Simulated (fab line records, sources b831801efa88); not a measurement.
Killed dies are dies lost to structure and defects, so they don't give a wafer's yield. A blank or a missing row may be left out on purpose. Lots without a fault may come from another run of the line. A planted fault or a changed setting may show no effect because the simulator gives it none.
A struck lot beside a sound one | flow gf180mcu | 17 steps out of a route of 602
Sound: wafers L819.3, L819.4, L819.6. Struck: wafers L831.2, L831.3. (L831.6 of the same lot was not struck and is left out.) The cause comes at the end.
At each step with rows: each side's tool, then ch and its chambers, then its first start. Under that, the readings that differ: sound wafers | struck wafers | difference of the means | sigmas: that difference in standard deviations of wafers without a fault.
alike: readings whose means differ by less than 2 such deviations, and words and numbers that are the same on both sides. not compared: withheld readings, readings that some wafer has no value for, bounds like >300 that may hide the same value, and numbers for which the record gives no deviation and whose values overlap.
The two part at a step that has a row with sigmas, a row that says differs or no value, or rows on one side only. Numbers that don't overlap but have no deviation are shown without sigmas and don't part them. A reading that every wafer of one side lacks parts them only if that side has two wafers or more.

first, 4 steps without rows for these wafers: GF_M1_SOFTBAKE_10 (time 60 s); GF_M1_EXPOSE_11 (exposes mask Metal1, target cd 230 nm); GF_M1_PEB_12 (peb time 90 s); GF_M1_DEVELOP_13 (develop time 60 s).
GF_M1_CD_MEAS_14: target cd 230 nm.
  sound on cd_sem-01, day 19 00:55; struck on cd_sem-01, day 23 04:01
  reading    | sound             | struck      | difference | sigmas
  cd_nm (nm) | 233.2 233.1 233.5 | 230.6 228.8 | -3.6       | -3
GF_M1_OVL_MEAS_15:
  sound on overlay-02, day 19 01:00; struck on overlay-02, day 23 04:08
  reading     | sound   | struck | difference | sigmas
  M1_OVL (nm) | 7 13 11 | -6 0   | -13        | -2
GF_M1_METAL_ETCH_16: etches the open film in Cl2/BCl3, stops on SiO2, target depth 627.5 nm, time 104.6 s.
  sound on rie_metal-04 ch 0,1, day 19 01:04; struck on rie_metal-01 ch 0, day 23 04:11
  alike: bias_w, drypump_motor_current_A, oes_product_au, throttle_valve_pct
  not compared: rf_hours_counter_h
GF_M1_STRIP_17: strips in O2/N2.
  sound on plasma_asher-03 ch 0,1, day 19 01:10; struck on plasma_asher-03 ch 1, day 23 04:23
  alike: drypump_motor_current_A, heater_power_w, oes_product_au, strip_time_to_endpoint_s
  not compared: rf_hours_counter_h
then, 3 steps without rows for these wafers: GF_M1_STRIP_18 (strips in post etch residue remover, time 1200 s); GF_M1_CLEAN_19 (cleans in DIW); GF_V1_CVD_00 (deposits SiO2, target thk 600 nm, time 100 s).
GF_V1_THK_MEAS_01:
  sound on film_metro-02, day 19 01:47; struck on film_metro-02, day 23 05:04
  alike: V1_CVD_00_THK
GF_V1_CVD_02: deposits SiO2 from TEOS, target thk 850 nm, time 94.851 s.
  sound on pecvd-04 ch 1,2, day 19 01:50; struck on pecvd-04 ch 1,2, day 23 05:07
  reading                             | sound             | struck      | difference | sigmas
  run_length_s (s)                    | 122.6 122.8 122.0 | 138.1 139.5 | +16.3      | +26
  model.SiO2_of_V1_CVD_02.thk_nm (nm) | 835.4 851.8 855   | 996.2 994.7 | +148.1     |
  alike: heater_power_w
GF_V1_THK_MEAS_03:
  sound on film_metro-04, day 19 01:55; struck on film_metro-02, day 23 05:11
  reading            | sound       | struck  | difference | sigmas
  V1_CVD_02_THK (nm) | 835 852 855 | 996 994 | +148       | +12
GF_V1_CMP_04: polishes SiO2.
  sound on cmp-02 ch 0,1,3, day 19 02:04; struck on cmp-02 ch 0,1, day 23 05:17
  reading                | sound    | struck  | difference | sigmas
  time_to_endpoint_s (s) | 86 83 89 | 135 139 | +51        | +9
  alike: motor_current_A
GF_V1_BOW_MEAS_05:
  sound on film_metro-01, day 19 02:18; struck on film_metro-04, day 23 05:34
  alike: V1_BOW
GF_PASSIVATION_PROBE_99:
  the record has rows for the sound wafers here (prober-01, day 30 14:46) and none for the struck ones

WHERE THEY PART
First at GF_M1_CD_MEAS_14; last, within this record, at GF_PASSIVATION_PROBE_99.

WHY: what the simulator had put in
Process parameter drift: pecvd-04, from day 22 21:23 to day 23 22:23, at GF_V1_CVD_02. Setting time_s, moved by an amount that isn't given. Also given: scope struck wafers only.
